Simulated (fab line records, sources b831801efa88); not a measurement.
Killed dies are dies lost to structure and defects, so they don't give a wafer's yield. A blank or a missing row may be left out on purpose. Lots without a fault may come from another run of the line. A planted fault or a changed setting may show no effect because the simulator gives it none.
Which tool did it? | flow sky130 | 13 lots, 39 wafers sampled, at 2 steps of a route of 708

WHAT THE GAUGES READ, wafer by wafer
SKY_CONTACT_OVL_MEAS_15.
lot  | measured     | on         | CONTACT_OVL (nm)
L636 | day 31 20:30 | overlay-02 | -1 -7 -5
L637 | day 32 07:41 | overlay-02 | 0 -9 -4
L638 | day 32 11:42 | overlay-02 | -17 -6 -3
L640 | day 33 08:44 | overlay-02 | -10 -8 -10
L641 | day 33 10:34 | overlay-01 | -10 -6 -6
L642 | day 33 20:08 | overlay-02 | -10 -5 -6
L643 | day 34 08:48 | overlay-02 | -8 1 -6
L644 | day 34 16:06 | overlay-01 | -10 -13 -10
L645 | day 34 20:24 | overlay-01 | -9 -4 -2
L646 | day 35 06:32 | overlay-02 | -2 -13 -6
L647 | day 35 15:25 | overlay-02 | -4 0 -6
L648 | day 36 01:55 | overlay-01 | 2 -2 5
L656 | day 38 08:31 | overlay-02 | -10 1 -4

SKY_CONTACT_RS_MEAS_25: measures by four-point-probe.
lot  | measured     | on            | CONTACT_W_RS (ohm/sq)
L636 | day 31 21:26 | film_metro-03 | 0.343 0.344 0.343
L637 | day 32 08:41 | film_metro-01 | 0.337 0.343 0.333
L638 | day 32 12:44 | film_metro-04 | 0.337 0.338 0.337
L640 | day 33 09:40 | film_metro-01 | 0.339 0.342 0.342
L641 | day 33 11:32 | film_metro-01 | 0.342 0.337 0.342
L642 | day 33 21:04 | film_metro-01 | 0.334 0.334 0.334
L643 | day 34 09:49 | film_metro-03 | 0.331 0.340 0.334
L644 | day 34 17:02 | film_metro-04 | 0.338 0.336 0.338
L645 | day 34 21:20 | film_metro-03 | 0.339 0.338 0.342
L646 | day 35 07:30 | film_metro-03 | 0.340 0.333 0.342
L647 | day 35 16:22 | film_metro-01 | 0.338 0.339 0.341
L648 | day 36 02:59 | film_metro-03 | 0.330 0.327 0.332
L656 | day 38 09:27 | film_metro-04 | 0.342 0.337 0.344

WHICH TOOL RAN EACH LOT (tool, then ch and the chambers of the sampled wafers, then the start)
The record holds no process step before these readings.

WHAT THE TOOLS THEMSELVES READ (means of the sampled wafers that have a number; where no wafer has one, the mark that the record gives instead)
The record holds no such reading with a usual standard deviation.

THE ANSWER, worked out from the rows above alone
Rule: what is usual is taken from the lots themselves. Put in order of their means at a reading, lots are off if they are a third of the lots or fewer, leave a main group of 4 or more, and stand apart from it by a gap of 3 or more times the standard deviation of the main group's means; of several such gaps the widest counts. A main group whose means are all the same, to the digits that the tables above print for the reading, isn't used. A lot without any number at a reading at which 4 lots or more have one is off too. The other lots that the step has rows for count as sound. The gauges are gone through in route order, then the tools' own readings, and for those a lot's mean is taken as printed above. The first step at which some lot is off is used, and at that step the reading that is off furthest; a lot without a number counts as furthest.
No lot is off at any reading shown: from this, nothing can be told.

WHAT THE SIMULATOR HAD PUT IN
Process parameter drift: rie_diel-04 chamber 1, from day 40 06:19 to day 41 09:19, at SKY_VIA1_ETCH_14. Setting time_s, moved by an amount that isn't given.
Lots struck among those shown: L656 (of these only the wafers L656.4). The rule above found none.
